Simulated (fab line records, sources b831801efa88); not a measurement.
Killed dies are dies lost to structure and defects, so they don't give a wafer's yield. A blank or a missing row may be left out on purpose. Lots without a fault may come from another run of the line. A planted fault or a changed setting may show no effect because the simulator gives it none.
fab line records | flow sky130
record lots=12 wafers=36 last_day=50
route steps=708 shown METAL5@664 PAD_OPEN@708
lots that met no fault: from a run of the same line without faults
start_h: hours from the record's first day to the start of the lot's first wafer shown | wait_h: hours since the lot's step before | " the same as in the row above | L1.1+2: a row that stands for several wafers | - no value, or no start given | * or withheld: withheld | < > ~ a bound
route shown NAME@n: a module of which the file shows steps, and the number in the route of the first | usual: mean/standard deviation of fault-free wafers | same: alike in all rows | chamber/n: place in a boat | sites: the reading at each site | _std_site: their standard deviation | _edge_site: outer sites' mean less inner sites' | radius_mm: how far each site lies from the wafer's centre | mask NAME#n: copy n | behind: the tool/chamber that last shaped the wafer | hold: why the lot was held/for how many hours/how that ended | device: the transistor (n, p or np) that didn't switch | end of line: the same wafers' tests at the end of the route | a step without rows: its recipe alone | killed: dies lost to structure and defects at the first sort, not the wafer's yield | map: a wafer's dies, x killed, . not, _ none there
set.NAME: the setting as run; set.NAME@STEP: as run at that earlier step | model.NAME: the simulator's own value behind a step, which no gauge read
steps of the route over a sample of lots; a table a step, a row a wafer
services: from which hour (start_h, from the record's first day; less than 0 if before it) a tool's chamber was out of use, for how many hours, and why
## steps
# step SKY_METAL5_SPUTTER_03
# recipe material=Ti target_thk_nm=5 power_w=3000 time_s=3.3 chamber_pressure_pa=0.4
# usual chamber_pressure_pa=0.4001/0.00088 throttle_valve_pct=30.0/1
# columns lot.wafer tool chamber start_h wait_h chamber_pressure_pa throttle_valve_pct
L533.1 pvd_sputter-03 - 1014.20 0.0 0.3990 30.8
L533.4 " - " " 0.4003 29.7
L533.6 " - " " 0.3994 29.7
L535.1 pvd_sputter-03 - 1024.26 0.0 0.3992 29.4
L535.4 " - " " 0.3989 29.5
L535.6 " - " " 0.4005 30.7
L536.2 pvd_sputter-03 - 1031.51 0.0 0.4012 30.8
L536.3 " - " " 0.4006 29.8
L536.5 " - " " 0.4014 30.6
L539.1 pvd_sputter-03 - 1051.69 0.0 0.4016 30.8
L539.4 " - " " 0.4010 29.7
L539.5 " - " " 0.4015 31.0
L541.1 pvd_sputter-03 - 1076.26 0.0 0.4002 29.2
L541.2 " - " " 0.4013 29.8
L541.4 " - " " 0.3991 30.8
L542.2 pvd_sputter-04 - 1076.41 0.0 0.3995 28.2
L542.3 " - " " 0.4010 30.0
L542.6 " - " " 0.4009 30.0
L544.1 pvd_sputter-03 - 1084.80 0.0 0.3988 29.2
L544.4 " - " " 0.3994 30.7
L544.5 " - " " 0.3998 29.5
L545.1 pvd_sputter-04 - 1090.84 0.0 0.4004 29.7
L545.4 " - " " 0.4019 29.9
L545.5 " - " " 0.3992 28.1
L552.1 pvd_sputter-02 - 1132.25 0.0 0.4000 30.1
L552.4 " - " " 0.3996 30.4
L552.5 " - " " 0.4001 28.0
L554.1 pvd_sputter-02 - 1142.68 0.0 0.4003 31.9
L554.2 " - " " 0.3999 28.0
L554.4 " - " " 0.3997 30.5
L555.1 pvd_sputter-02 - 1147.70 0.0 0.4005 30.1
L555.2 " - " " 0.3996 31.9
L555.5 " - " " 0.3995 29.7
L556.2 pvd_sputter-02 - 1151.20 0.0 0.4007 30.3
L556.4 " - " " 0.3995 30.1
L556.5 " - " " 0.3987 31.7
# step SKY_METAL5_RS_MEAS_05
# recipe thk_meas_gauge=four-point-probe reads=TiN_of_METAL5_SPUTTER_04+Ti_of_METAL5_SPUTTER_03+AlCu_of_METAL5_SPUTTER_02+TiN_of_METAL5_SPUTTER_01+Ti_of_METAL5_SPUTTER_00
# usual METAL5_ALCU_RS=0.02688/0.00024
# columns lot.wafer tool chamber start_h wait_h METAL5_ALCU_RS[ohm/sq]
L533.1 film_metro-04 - 1014.27 0.0 0.02709
L533.4 " - " " 0.02722
L533.6 " - " " 0.0272
L535.1 film_metro-03 - 1024.37 0.1 0.02697
L535.4 " - " " 0.02752
L535.6 " - " " 0.02694
L536.2 film_metro-02 - 1031.60 0.0 0.02658
L536.3 " - " " 0.02696
L536.5 " - " " 0.02685
L539.1 film_metro-03 - 1051.76 0.0 0.02665
L539.4 " - " " 0.02706
L539.5 " - " " 0.02676
L541.1 film_metro-03 - 1076.33 0.0 0.02693
L541.2 " - " " 0.02704
L541.4 " - " " 0.02699
L542.2 film_metro-02 - 1076.50 0.0 0.02702
L542.3 " - " " 0.0273
L542.6 " - " " 0.0273
L544.1 film_metro-03 - 1084.87 0.0 0.02686
L544.4 " - " " 0.02678
L544.5 " - " " 0.02677
L545.1 film_metro-02 - 1090.91 0.0 0.0266
L545.4 " - " " 0.02666
L545.5 " - " " 0.02676
L552.1 film_metro-04 - 1132.32 0.0 0.02652
L552.4 " - " " 0.02657
L552.5 " - " " 0.02638
L554.1 film_metro-02 - 1142.75 0.0 0.02641
L554.2 " - " " 0.02651
L554.4 " - " " 0.02655
L555.1 film_metro-04 - 1147.77 0.0 0.02687
L555.2 " - " " 0.02682
L555.5 " - " " 0.02677
L556.2 film_metro-03 - 1151.29 0.0 0.02688
L556.4 " - " " 0.02649
L556.5 " - " " 0.02683
# step SKY_METAL5_DEVELOP_13
# recipe resist=NOVOLAK developer=TMAH develop_time_s=60 dev_temp_c=23
# usual developer_temp_C=23.01/0.11
# columns lot.wafer tool chamber start_h wait_h developer_temp_C
L533.1 litho_track-04 0 1036.82 0.1 23.24
L533.4 " 0 " " 23.04
L533.6 " 0 " " 23.06
L535.1 litho_track-01 0 1046.98 0.1 22.68
L535.4 " 0 " " 23.00
L535.6 " 0 " " 23.10
L536.2 litho_track-02 0 1053.68 0.1 22.98
L536.3 " 0 " " 23.07
L536.5 " 0 " " 22.99
L539.1 litho_track-04 0 1073.12 0.1 22.94
L539.4 " 0 " " 23.06
L539.5 " 0 " " 23.05
L541.1 litho_track-02 0 1097.00 0.1 23.13
L541.2 " 0 " " 23.04
L541.4 " 0 " " 23.01
L542.2 litho_track-02 0 1097.33 0.1 23.08
L542.3 " 0 " " 22.97
L542.6 " 0 " " 23.10
L544.1 litho_track-02 0 1104.40 0.1 23.95
L544.4 " 0 " " 24.06
L544.5 " 0 " " 24.05
L545.1 litho_track-02 0 1110.40 0.1 23.98
L545.4 " 0 " " 23.92
L545.5 " 0 " " 23.83
L552.1 litho_track-01 0 1149.73 0.1 23.05
L552.4 " 0 " " 22.96
L552.5 " 0 " " 22.98
L554.1 litho_track-01 0 1159.23 0.1 23.11
L554.2 " 0 " " 23.12
L554.4 " 0 " " 23.05
L555.1 litho_track-04 0 1165.42 0.1 23.00
L555.2 " 0 " " 23.04
L555.5 " 0 " " 23.10
L556.2 litho_track-04 0 1168.89 0.1 23.13
L556.4 " 0 " " 22.94
L556.5 " 0 " " 22.97
# step SKY_METAL5_METAL_ETCH_15
# recipe target_depth_a=12600 stop_on=SiO2 over_etch_frac=0.2 time_s=252 chemistry=Cl2/BCl3 resist_sidewall_deg=86 pressure_mtorr=10 icp_w=900 bias_w=48.5 Cl2_flow_sccm=60 bcl3_flow_sccm=30
# usual bias_w=48.50/0.15 drypump_motor_current_A=5.97/0.23 oes_product_au=0.894/0.0048 throttle_valve_pct=22.265/0.0094
# columns lot.wafer tool chamber start_h wait_h bias_w drypump_motor_current_A oes_product_au rf_hours_counter_h throttle_valve_pct
L533.1 rie_metal-03 0 1037.00 0.0 48.48 6.19 0.894 10 22.265
L533.4 " 1 " " 48.45 6.08 0.893 - 22.261
L533.6 " 1 " " 48.46 6.13 0.885 - 22.257
L535.1 rie_metal-01 0 1047.16 0.0 48.30 5.79 0.901 9 22.282
L535.4 " 1 " " 48.81 5.63 0.897 - 22.283
L535.6 " 0 " " 48.26 5.80 0.899 - 22.257
L536.2 rie_metal-03 1 1053.83 0.0 48.47 6.07 0.898 5 22.257
L536.3 " 1 " " 48.34 6.09 0.892 - 22.255
L536.5 " 0 " " 48.70 6.20 0.890 - 22.265
L539.1 rie_metal-03 1 1073.30 0.0 48.31 6.12 0.892 6 22.266
L539.4 " 1 " " 48.27 6.13 0.888 - 22.254
L539.5 " 0 " " 48.49 6.19 0.885 - 22.270
L541.1 rie_metal-03 1 1097.19 0.0 48.69 6.11 0.896 8 22.264
L541.2 " 0 " " 48.30 6.19 0.892 14 22.255
L541.4 " 1 " " 48.52 6.12 0.904 - 22.278
L542.2 rie_metal-01 0 1097.49 0.0 48.43 5.79 0.897 12 22.258
L542.3 " 1 " " 48.76 5.70 0.897 - 22.267
L542.6 " 1 " " 48.64 5.64 0.894 - 22.257
L544.1 rie_metal-01 0 1104.59 0.0 48.14 5.82 0.898 13 22.260
L544.4 " 0 " " 48.43 5.80 0.895 - 22.262
L544.5 " 0 " " 48.30 5.82 0.903 - 22.273
L545.1 rie_metal-03 0 1110.59 0.0 48.34 6.21 0.896 15 22.270
L545.4 " 1 " " 48.44 6.09 0.892 - 22.261
L545.5 " 0 " " 48.60 6.20 0.886 - 22.267
L552.1 rie_metal-01 1 1149.91 0.0 48.33 5.63 0.893 20 22.257
L552.4 " 0 " " 48.64 5.81 0.894 - 22.261
L552.5 " 0 " " 48.71 5.80 0.887 - 22.269
L554.1 rie_metal-01 0 1159.41 0.0 48.49 5.79 0.896 18 22.258
L554.2 " 1 " " 48.42 5.58 0.899 21 22.281
L554.4 " 1 " " 48.66 5.66 0.895 - 22.251
L555.1 rie_metal-03 0 1165.60 0.0 48.36 6.23 0.897 21 22.262
L555.2 " 1 " " 48.54 6.09 0.896 14 22.253
L555.5 " 0 " " 48.32 6.20 0.892 - 22.272
L556.2 rie_metal-04 1 1169.05 0.0 48.47 6.32 0.891 27 22.280
L556.4 " 1 " " 48.48 6.31 0.893 - 22.259
L556.5 " 0 " " 48.17 5.87 0.895 - 22.265
# step SKY_PAD_OPEN_PROBE_99
# usual defect_limited_yield=82.9/1.9 killed_at_M0_to_M3=42/6.3 killed_at_M4_up=2.8/1.9 killed_at_contacts=23/5.3 killed_at_front_end=16/4.3 killed_at_other=0.2/0.51 killed_dies=84/9.3 killed_open=46/7.6 killed_short=38/6.3 sort_bin_3_pad_short=0.8/0.41 sort_bin_5_function=10.0/1.4 sort_bin_6_memory=6.2/1.1 sort_bin_8_speed=0.00/0.017 sort_n_pass=408/9.3 sort_yield_pct=82.9/1.9
# same gross_dies=492 killed_at_back_side=0 sort_bin_4_leakage[%]=0
# columns lot.wafer tool chamber start_h wait_h defect_limited_yield[%] killed_at_M0_to_M3 killed_at_M4_up killed_at_contacts killed_at_front_end killed_at_other killed_dies killed_open killed_short sort_bin_3_pad_short[%] sort_bin_5_function[%] sort_bin_6_memory[%] sort_bin_8_speed[%] sort_n_pass sort_yield_pct[%]
L533.1 prober-02 - 1085.00 0.1 83.1 44 1 22 16 0 83 39 44 1.0 9.3 6.5 0 409 83.1
L533.4 prober-02 - 1085.15 0.2 83.9 36 0 23 20 0 79 45 34 0.4 9.8 5.9 0 413 83.9
L533.6 prober-02 - 1085.25 0.2 83.7 43 1 22 14 0 80 46 34 0.8 9.8 5.7 0 412 83.7
L535.1 prober-02 - 1094.18 0.1 86.2 30 1 27 10 0 68 34 34 0.6 7.3 5.9 0 424 86.2
L535.4 prober-02 - 1094.33 0.2 83.1 51 3 17 12 0 83 45 38 0.2 10.2 6.5 0 409 83.1
L535.6 prober-02 - 1094.43 0.2 84.3 34 6 21 15 1 77 33 44 0.8 9.1 5.7 0 415 84.3
L536.2 prober-01 - 1099.55 0.1 83.7 44 3 21 12 0 80 54 26 0.6 10.0 5.7 0 412 83.7
L536.3 prober-01 - 1099.60 0.2 82.5 46 3 24 13 0 86 33 53 1.2 8.5 7.7 0 406 82.5
L536.5 prober-01 - 1099.70 0.2 80.1 49 5 27 17 0 98 46 52 1.2 11.4 7.3 0 394 80.1
L539.1 prober-01 - 1118.36 0.1 84.8 44 0 16 15 0 75 36 39 1.4 8.9 4.9 0 417 84.8
L539.4 prober-01 - 1118.51 0.2 81.9 46 2 22 19 0 89 38 51 0.4 10.4 7.3 0.20 402 81.7
L539.5 prober-01 - 1118.56 0.2 81.1 50 2 25 16 0 93 47 46 0.8 10.8 7.3 0 399 81.1
L541.1 prober-01 - 1139.72 0.1 85.2 35 2 21 15 0 73 41 32 0.6 9.8 4.5 0 419 85.2
L541.2 prober-01 - 1139.77 0.1 83.5 37 1 28 15 0 81 50 31 0.8 9.3 6.3 0 411 83.5
L541.4 prober-01 - 1139.87 0.2 83.5 29 3 29 20 0 81 43 38 0.6 9.1 6.7 0 411 83.5
L542.2 prober-01 - 1140.75 0.1 81.7 44 6 20 20 0 90 52 38 0.4 11.0 6.9 0 402 81.7
L542.3 prober-01 - 1140.80 0.2 84.6 40 4 24 8 0 76 43 33 1.0 9.8 4.7 0 416 84.6
L542.6 prober-01 - 1140.95 0.2 82.1 43 6 26 12 1 88 47 41 0.4 11.6 5.9 0 404 82.1
L544.1 prober-01 - 1147.57 0.1 79.9 43 5 22 29 0 99 54 45 0.4 12.6 7.1 0 393 79.9
L544.4 prober-01 - 1147.72 0.2 83.1 51 3 21 8 0 83 51 32 0.8 9.3 6.7 0 409 83.1
L544.5 prober-01 - 1147.77 0.2 83.7 33 5 25 17 0 80 38 42 0.8 7.7 7.7 0 412 83.7
L545.1 prober-01 - 1151.84 0.1 83.7 49 0 19 12 0 80 53 27 1.0 10.6 4.7 0 412 83.7
L545.4 prober-01 - 1151.99 0.2 79.5 44 3 34 20 0 101 58 43 0.6 12.6 7.3 0 391 79.5
L545.5 prober-01 - 1152.04 0.2 85.8 31 5 19 15 0 70 37 33 0.8 8.1 5.3 0 422 85.8
L552.1 prober-01 - 1188.11 0.1 85.0 50 3 10 11 0 74 47 27 0.2 9.1 5.7 0 418 85.0
L552.4 prober-01 - 1188.26 0.2 82.3 43 3 26 15 0 87 53 34 1.2 10.2 6.3 0 405 82.3
L552.5 prober-01 - 1188.31 0.2 82.7 39 2 30 14 0 85 44 41 0.4 12.0 4.9 0 407 82.7
L554.1 prober-01 - 1196.49 0.1 83.3 44 3 19 16 0 82 46 36 1.0 10.2 5.5 0 410 83.3
L554.2 prober-01 - 1196.54 0.1 83.1 33 4 28 18 0 83 54 29 1.0 8.9 6.9 0 409 83.1
L554.4 prober-01 - 1196.64 0.2 83.5 41 5 22 13 0 81 51 30 0.2 12.0 4.3 0 411 83.5
L555.1 prober-02 - 1202.19 0.1 82.1 42 9 18 19 0 88 45 43 1.2 10.8 5.9 0 404 82.1
L555.2 prober-02 - 1202.24 0.1 82.1 46 4 23 15 0 88 50 38 0.2 11.0 6.7 0 404 82.1
L555.5 prober-02 - 1202.39 0.2 83.5 37 8 19 14 3 81 37 44 1.0 9.1 6.3 0 411 83.5
L556.2 prober-01 - 1205.43 0.1 79.5 54 3 29 15 0 101 57 44 0.6 12.6 7.3 0 391 79.5
L556.4 prober-01 - 1205.53 0.2 79.9 43 2 34 20 0 99 63 36 1.0 10.8 8.3 0 393 79.9
L556.5 prober-01 - 1205.58 0.2 79.3 60 1 25 16 0 102 55 47 2.0 13.0 5.7 0 390 79.3
# killed by level:class
L533.1 CONTACT:geometric_particle:open=11 METAL2:geometric_particle:short=11 VIA1:geometric_particle:open=9 VIA1:geometric_particle:short=7 CONTACT:geometric_particle:short=5 POLY_GATE:geometric_particle:open=4 METAL3:geometric_particle:short=4 VIA3:geometric_particle:open=4
L533.4 CONTACT:geometric_particle:open=8 FIELD_ISO:geometric_particle:open=7 LI_CONTACT:geometric_particle:open=7 VIA2:geometric_particle:open=7 POLY_GATE:geometric_particle:short=6 VIA3:geometric_particle:open=6 FIELD_ISO:geometric_particle:short=5 VIA1:geometric_particle:open=5
L533.6 VIA1:geometric_particle:open=11 VIA3:geometric_particle:open=9 CONTACT:geometric_particle:open=8 LOCAL_INTERCONNECT:geometric_particle:short=7 VIA2:geometric_particle:open=7 POLY_GATE:geometric_particle:short=5 METAL1:geometric_particle:short=5 VIA3:geometric_particle:short=5
L535.1 CONTACT:geometric_particle:open=13 VIA1:geometric_particle:open=8 LI_CONTACT:geometric_particle:open=5 POLY_GATE:geometric_particle:short=4 CONTACT:geometric_particle:short=4 METAL1:geometric_particle:short=4 VIA1:geometric_particle:short=4 METAL2:geometric_particle:short=4
L535.4 VIA1:geometric_particle:open=10 CONTACT:geometric_particle:open=8 VIA3:geometric_particle:open=8 METAL3:geometric_particle:short=5 METAL1:geometric_particle:short=5 VIA3:geometric_particle:short=5 VIA2:geometric_particle:open=4 LI_CONTACT:geometric_particle:short=3
L535.6 CONTACT:geometric_particle:short=8 VIA2:geometric_particle:short=8 LI_CONTACT:geometric_particle:open=7 VIA1:geometric_particle:short=5 VIA1:geometric_particle:open=4 VIA3:geometric_particle:open=4 METAL4:geometric_particle:short=4 FIELD_ISO:geometric_particle:open=3
L536.2 VIA1:geometric_particle:open=14 VIA3:geometric_particle:open=8 CONTACT:geometric_particle:open=7 LI_CONTACT:geometric_particle:open=6 METAL1:geometric_particle:short=5 METAL2:geometric_particle:short=4 VIA2:geometric_particle:open=4 FIELD_ISO:geometric_particle:open=3
L536.3 METAL1:geometric_particle:short=9 LI_CONTACT:geometric_particle:open=6 LOCAL_INTERCONNECT:geometric_particle:short=6 CONTACT:geometric_particle:short=6 VIA2:geometric_particle:open=5 VIA1:geometric_particle:short=5 VIA1:geometric_particle:open=5 METAL2:geometric_particle:short=5
L536.5 VIA1:geometric_particle:open=10 LI_CONTACT:geometric_particle:open=7 LOCAL_INTERCONNECT:geometric_particle:short=7 CONTACT:geometric_particle:open=7 VIA1:geometric_particle:short=7 VIA3:geometric_particle:open=7 METAL1:geometric_particle:short=6 VIA2:geometric_particle:open=5
L539.1 VIA1:geometric_particle:open=10 POLY_GATE:geometric_particle:short=6 VIA1:geometric_particle:short=5 VIA3:geometric_particle:short=5 POLY_GATE:geometric_particle:open=4 LI_CONTACT:geometric_particle:open=4 VIA2:geometric_particle:open=4 METAL3:geometric_particle:short=4
L539.4 VIA1:geometric_particle:open=14 METAL2:geometric_particle:short=9 POLY_GATE:geometric_particle:short=7 CONTACT:geometric_particle:open=7 LOCAL_INTERCONNECT:geometric_particle:short=6 VIA1:geometric_particle:short=6 METAL1:geometric_particle:short=5 LI_CONTACT:geometric_particle:open=4
L539.5 VIA1:geometric_particle:open=15 CONTACT:geometric_particle:short=6 CONTACT:geometric_particle:open=6 POLY_GATE:geometric_particle:open=5 LI_CONTACT:geometric_particle:open=5 METAL1:geometric_particle:short=5 METAL2:geometric_particle:short=5 VIA3:geometric_particle:open=5
L541.1 METAL2:geometric_particle:short=10 CONTACT:geometric_particle:open=8 VIA3:geometric_particle:open=6 VIA2:geometric_particle:open=6 FIELD_ISO:geometric_particle:open=5 LI_CONTACT:geometric_particle:open=5 POLY_GATE:geometric_particle:open=5 CONTACT:geometric_particle:short=4
L541.2 VIA1:geometric_particle:open=13 CONTACT:geometric_particle:open=9 CONTACT:geometric_particle:short=7 LI_CONTACT:geometric_particle:open=5 LOCAL_INTERCONNECT:geometric_particle:short=5 METAL2:geometric_particle:short=5 FIELD_ISO:geometric_particle:open=4 POLY_GATE:geometric_particle:open=4
L541.4 CONTACT:geometric_particle:open=13 LI_CONTACT:geometric_particle:open=6 FIELD_ISO:geometric_particle:open=5 METAL1:geometric_particle:short=5 METAL2:geometric_particle:short=5 CONTACT:geometric_particle:short=4 VIA2:geometric_particle:open=4 POLY_GATE:geometric_particle:short=3
L542.2 VIA1:geometric_particle:open=15 CONTACT:geometric_particle:open=9 LI_CONTACT:geometric_particle:open=7 FIELD_ISO:geometric_particle:short=6 VIA2:geometric_particle:open=6 METAL1:geometric_particle:short=5 METAL2:geometric_particle:short=4 METAL4:geometric_particle:short=4
L542.3 CONTACT:geometric_particle:open=9 METAL1:geometric_particle:short=9 VIA1:geometric_particle:open=8 VIA3:geometric_particle:open=7 VIA2:geometric_particle:open=6 CONTACT:geometric_particle:short=5 LI_CONTACT:geometric_particle:open=4 LOCAL_INTERCONNECT:geometric_particle:short=4
L542.6 CONTACT:geometric_particle:open=12 VIA2:geometric_particle:open=8 LI_CONTACT:geometric_particle:open=5 METAL2:geometric_particle:short=5 CONTACT:geometric_particle:short=5 VIA1:geometric_particle:short=5 VIA2:geometric_particle:short=5 METAL3:geometric_particle:short=5
L544.1 VIA1:geometric_particle:open=13 CONTACT:geometric_particle:open=9 FIELD_ISO:geometric_particle:open=7 POLY_GATE:geometric_particle:open=7 LI_CONTACT:geometric_particle:open=7 POLY_GATE:geometric_particle:short=6 VIA2:geometric_particle:short=6 VIA1:geometric_particle:short=5
L544.4 VIA1:geometric_particle:open=11 VIA3:geometric_particle:open=11 VIA2:geometric_particle:open=10 CONTACT:geometric_particle:short=7 CONTACT:geometric_particle:open=7 LI_CONTACT:geometric_particle:open=5 VIA1:geometric_particle:short=5 METAL1:geometric_particle:short=4
L544.5 FIELD_ISO:geometric_particle:short=9 CONTACT:geometric_particle:short=8 CONTACT:geometric_particle:open=7 FIELD_ISO:geometric_particle:open=6 VIA2:geometric_particle:open=6 VIA1:geometric_particle:open=6 METAL2:geometric_particle:short=6 LI_CONTACT:geometric_particle:open=4
L545.1 VIA3:geometric_particle:open=10 VIA2:geometric_particle:open=10 LI_CONTACT:geometric_particle:open=8 VIA1:geometric_particle:open=8 METAL1:geometric_particle:short=6 CONTACT:geometric_particle:open=5 METAL2:geometric_particle:short=5 FIELD_ISO:geometric_particle:open=4
L545.4 VIA1:geometric_particle:open=11 CONTACT:geometric_particle:open=11 LI_CONTACT:geometric_particle:open=9 VIA3:geometric_particle:open=8 POLY_GATE:geometric_particle:short=6 METAL1:geometric_particle:short=6 FIELD_ISO:geometric_particle:short=5 CONTACT:geometric_particle:short=5
L545.5 FIELD_ISO:geometric_particle:short=8 CONTACT:geometric_particle:open=8 METAL1:geometric_particle:short=7 LI_CONTACT:geometric_particle:open=7 VIA1:geometric_particle:short=7 VIA2:geometric_particle:open=6 VIA1:geometric_particle:open=3 VIA3:geometric_particle:open=3
L552.1 VIA1:geometric_particle:open=16 METAL2:geometric_particle:short=6 VIA2:geometric_particle:open=5 METAL1:geometric_particle:open=5 VIA1:geometric_particle:short=5 CONTACT:geometric_particle:open=4 VIA3:geometric_particle:open=4 FIELD_ISO:geometric_particle:short=3
L552.4 VIA1:geometric_particle:open=13 LI_CONTACT:geometric_particle:open=8 FIELD_ISO:geometric_particle:open=6 LI_CONTACT:geometric_particle:short=6 VIA3:geometric_particle:open=6 METAL3:geometric_particle:open=5 METAL2:geometric_particle:short=5 POLY_GATE:geometric_particle:open=4
L552.5 CONTACT:geometric_particle:open=12 VIA1:geometric_particle:open=9 LI_CONTACT:geometric_particle:open=7 CONTACT:geometric_particle:short=7 METAL1:geometric_particle:short=6 POLY_GATE:geometric_particle:short=5 VIA3:geometric_particle:short=5 POLY_GATE:geometric_particle:open=4
L554.1 VIA1:geometric_particle:open=11 CONTACT:geometric_particle:open=10 METAL1:geometric_particle:short=8 POLY_GATE:geometric_particle:open=5 VIA2:geometric_particle:open=5 VIA3:geometric_particle:open=5 FIELD_ISO:geometric_particle:short=4 METAL3:geometric_particle:short=4
L554.2 CONTACT:geometric_particle:open=11 VIA1:geometric_particle:open=10 POLY_GATE:geometric_particle:open=8 LI_CONTACT:geometric_particle:open=6 LOCAL_INTERCONNECT:geometric_particle:short=5 VIA2:geometric_particle:open=5 CONTACT:geometric_particle:short=4 METAL1:geometric_particle:short=4
L554.4 VIA1:geometric_particle:open=12 LI_CONTACT:geometric_particle:open=8 VIA2:geometric_particle:open=8 CONTACT:geometric_particle:open=7 POLY_GATE:geometric_particle:open=5 METAL1:geometric_particle:short=5 VIA3:geometric_particle:open=5 FIELD_ISO:geometric_particle:short=4
L555.1 FIELD_ISO:geometric_particle:open=10 METAL2:geometric_particle:short=10 CONTACT:geometric_particle:open=8 METAL4:geometric_particle:short=7 VIA1:geometric_particle:open=7 FIELD_ISO:geometric_particle:short=6 VIA2:geometric_particle:open=6 CONTACT:geometric_particle:short=4
L555.2 VIA3:geometric_particle:open=10 LI_CONTACT:geometric_particle:open=9 VIA1:geometric_particle:open=9 VIA2:geometric_particle:open=6 FIELD_ISO:geometric_particle:open=5 LOCAL_INTERCONNECT:geometric_particle:short=5 CONTACT:geometric_particle:open=5 VIA2:geometric_particle:short=5
L555.5 CONTACT:geometric_particle:open=7 VIA3:geometric_particle:open=7 FIELD_ISO:geometric_particle:open=6 CONTACT:geometric_particle:short=6 VIA1:geometric_particle:open=6 METAL4:geometric_particle:short=6 METAL2:geometric_particle:short=5 VIA2:geometric_particle:open=5
L556.2 VIA1:geometric_particle:open=15 CONTACT:geometric_particle:open=14 VIA1:geometric_particle:short=9 VIA3:geometric_particle:open=8 CONTACT:geometric_particle:short=6 METAL2:geometric_particle:short=6 POLY_GATE:geometric_particle:short=5 LI_CONTACT:geometric_particle:open=5
L556.4 CONTACT:geometric_particle:open=18 VIA1:geometric_particle:open=12 VIA3:geometric_particle:open=8 POLY_GATE:geometric_particle:short=7 LI_CONTACT:geometric_particle:open=7 VIA1:geometric_particle:short=7 VIA2:geometric_particle:open=6 FIELD_ISO:geometric_particle:open=4
L556.5 CONTACT:geometric_particle:open=13 VIA2:geometric_particle:open=10 METAL2:geometric_particle:short=9 VIA1:geometric_particle:open=8 METAL1:geometric_particle:short=7 VIA1:geometric_particle:short=5 VIA2:geometric_particle:short=5 VIA3:geometric_particle:short=5
## services
# columns tool chamber start_h hours kind
pvd_sputter-02 - 993.35 5.5 repair
pvd_sputter-03 - 995.67 5.6 repair
pvd_sputter-02 - 1015.64 4.9 repair
rie_metal-04 0 1045.44 15.5 repair
pvd_sputter-02 - 1048.61 1.5 repair
pvd_sputter-02 - 1075.05 1.3 repair
rie_metal-04 0 1092.20 24.9 repair
pvd_sputter-04 - 1151.02 7.2 repair
## key
first_sign step=SKY_METAL5_DEVELOP_13 reading=developer_temp_C direction=up sigmas=9 usual=* struck=*
effect none on later readings
met_at SKY_METAL5_DEVELOP_13
struck_lots L544,L545
not_acting_at SKY_METAL5_SPUTTER_03,SKY_METAL5_RS_MEAS_05,SKY_METAL5_METAL_ETCH_15
onset_between 1097.33 1104.40
fault kind=process_parameter_drift tool=litho_track-02 chamber=- onset_h=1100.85 steps=SKY_METAL5_DEVELOP_13 channel=dev_temp_c offset=* shape=step end_h=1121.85 acts_in=* stated=*
